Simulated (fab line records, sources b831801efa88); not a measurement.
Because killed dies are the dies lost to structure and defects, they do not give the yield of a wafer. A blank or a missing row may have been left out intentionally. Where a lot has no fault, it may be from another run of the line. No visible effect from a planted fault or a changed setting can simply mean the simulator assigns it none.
8D (eight disciplines) problem report, filled in by code / flow gf180mcu / the parts of the form that need people (team, actions taken, sign-off) are left out

== 1. THE PROBLEM ==
At GF_M1_SPUTTER_02, cathode dc power W averages 10954 W over 2 wafers from 2 lots, while fault-free wafers read 10600 W, standard deviation 2.1. So: +99 or more standard deviations from the usual mean.
The step: material AlCu, target thk 450 nm, time 23.9 s.
First observed at day 18 23:23: wafer L187.2, on pvd sputter-02. The record has a number at this step for 18 wafers belonging to 6 lots. Rule for "out", or "out of limits": more than 4 standard deviations from the usual mean. All remaining wafers that have a number are taken as sound.

== 2. WHAT IT IS, AND WHAT IT ISN'T ==
question=which readings at this step | is=cathode dc power W | is not=throttle valve pct
question=which lots | is=L187, L192 | is not=L181, L195, L199, L201
question=which wafers of those lots | is=L187.2, L192.2 | is not=L187.1, L187.5, L192.1, L192.5
question=read on which tools | is=pvd sputter-02 | is not=pvd sputter-01, pvd sputter-03
question=when | is=from day 18 23:23 | is not=up to then (5 sound wafers); but 11 sound wafers of L192, L195, L199, L201 came after

== 3. THE SUSPECTS, EACH WITH WHAT RULES IT OUT ==
Counting: any tool at a process step up to the reading remains a suspect provided it ran every lot that is out. Sound lots after the first of them don't rule it out here, since some wafers of a struck lot are sound.
- plasma asher-03 at GF_CONTACT_STRIP_18 (strips in O2/N2): kept. It ran every lot that is out, first L187 (day 18 22:16).
- pvd sputter-03 at GF_CONTACT_SPUTTER_22 (material Ti, target thk 15 nm, time 80.02 s): kept. It ran every lot that is out, first L187 (day 18 22:34).
- cvd w-02 at GF_CONTACT_CVD_24 (deposits W, target thk 300 nm, time 90.339 s): kept. It ran every lot that is out, first L187 (day 18 22:41).
- pvd sputter-02 at GF_M1_SPUTTER_00 (material Ti, target thk 37.5 nm, time 150 s): kept. It processed each lot that is out (first: L187, day 18 23:16); up to then, its last sound lot is L181 (day 16 05:36).
- pvd sputter-02 at GF_M1_SPUTTER_01 (material TiN, target thk 30 nm, time 25 s): kept. It processed each lot that is out (first: L187, day 18 23:22); up to then, its last sound lot is L181 (day 16 05:42).
- pvd sputter-02 at GF_M1_SPUTTER_02 (material AlCu, target thk 450 nm, time 23.9 s): kept. It processed each lot that is out (first: L187, day 18 23:23); up to then, its last sound lot is L181 (day 16 05:44). Out on those wafers are its own readings of cathode dc power W.
Left after counting: plasma asher-03 at GF_CONTACT_STRIP_18, pvd sputter-03 at GF_CONTACT_SPUTTER_22, cvd w-02 at GF_CONTACT_CVD_24, pvd sputter-02 at GF_M1_SPUTTER_00, pvd sputter-02 at GF_M1_SPUTTER_01, pvd sputter-02 at GF_M1_SPUTTER_02.

== 4. THE CAUSE (what the simulator had put in) ==
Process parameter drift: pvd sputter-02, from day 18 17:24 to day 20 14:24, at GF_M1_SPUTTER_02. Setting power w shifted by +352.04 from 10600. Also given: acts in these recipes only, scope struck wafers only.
Counting left 6 suspects, and this tool is among them.

== 5. THE EFFECT CHAIN, in route order ==
Each row: a reading whose mean over the struck wafers that have a number lies more than 3 standard deviations from the usual. Only readings whose record carries a usual standard deviation are examined. hours: median over the lots of the time between each lot's start at the first step of this table that gives one and its start at this step. sigmas: the change, counted in usual standard deviations.
hours=0; step=GF_M1_SPUTTER_02; reading=cathode dc power W; usual=10600 W; on struck wafers=10954; change=+354; sigmas=+99 or more
Its process steps:
- GF_M1_SPUTTER_02: material AlCu, target thk 450 nm, time 23.9 s.
Later steps that measure or inspect, where all struck wafers having a row at the step show a number for every such reading and not one has moved that far: GF_M1_RS_MEAS_05, GF_M1_THK_MEAS_06, GF_M1_CD_MEAS_14, GF_M1_OVL_MEAS_15.

== 6. HOW IT WOULD HAVE BEEN CAUGHT EARLIER ==
First out-of-limits reading in this record: day 18 23:23, which is 6 hours after fault onset at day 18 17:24.
